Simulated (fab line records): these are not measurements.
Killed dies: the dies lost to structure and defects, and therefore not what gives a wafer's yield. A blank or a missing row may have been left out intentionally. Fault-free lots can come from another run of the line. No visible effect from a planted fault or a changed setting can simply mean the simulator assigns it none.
Matching of chambers | flow gf180mcu | 4 sister chambers for GF_V2_ETCH_16 on rie diel-01
The step etches BARC in N2/H2. 4 wafers are shown with their chamber, then 9 later ones without.

## EACH WAFER AND ITS CHAMBER
wafer  | chamber | drypump motor current A (A)
L080.6 | 1       | 5.7
L091.3 | 2       | 5.5
L091.5 | 0       | 6.0
L091.6 | 3       | 5.4

## WAFERS WHOSE CHAMBER IS MISSING
wafer  | drypump motor current A (A)
L093.1 | 5.4
L093.5 | 5.6
L093.6 | 5.4
L094.1 | 5.5
L094.2 | 5.4
L094.4 | 5.6
L096.2 | 5.7
L096.4 | 5.9
L096.5 | 5.9

## EACH ONE'S CHAMBER
wafer  | from the rows above          | in truth
L093.1 | can't be placed: 3 or 2      | 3
L093.5 | can't be placed: 2 or 1 or 3 | 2
L093.6 | can't be placed: 3 or 2      | 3
L094.1 | can't be placed: 2 or 3      | 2
L094.2 | can't be placed: 3 or 2      | 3
L094.4 | can't be placed: 2 or 1 or 3 | 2
L096.2 | 1                            | 1
L096.4 | can't be placed: 0 or 1      | 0
L096.5 | can't be placed: 0 or 1      | 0
Correct placement for 1 of the 9. Can't be placed from these rows: 8 (the true chamber is among the candidates in 8). Wrongly placed: 0.
How it was worked out, from the rows above alone: a wafer's distance from a chamber is the root of the sum, over the readings, of the square of ((its reading less the chamber's mean) divided by the reading's scatter). The wafer belongs to the nearest chamber; if the next one is less than 2 further off, it can't be placed. The mean given for a chamber averages the wafers shown for that chamber. The scatter (one wafer shown for each chamber): square how far every hidden wafer sits from the nearest shown wafer, average those squares and take the square root.
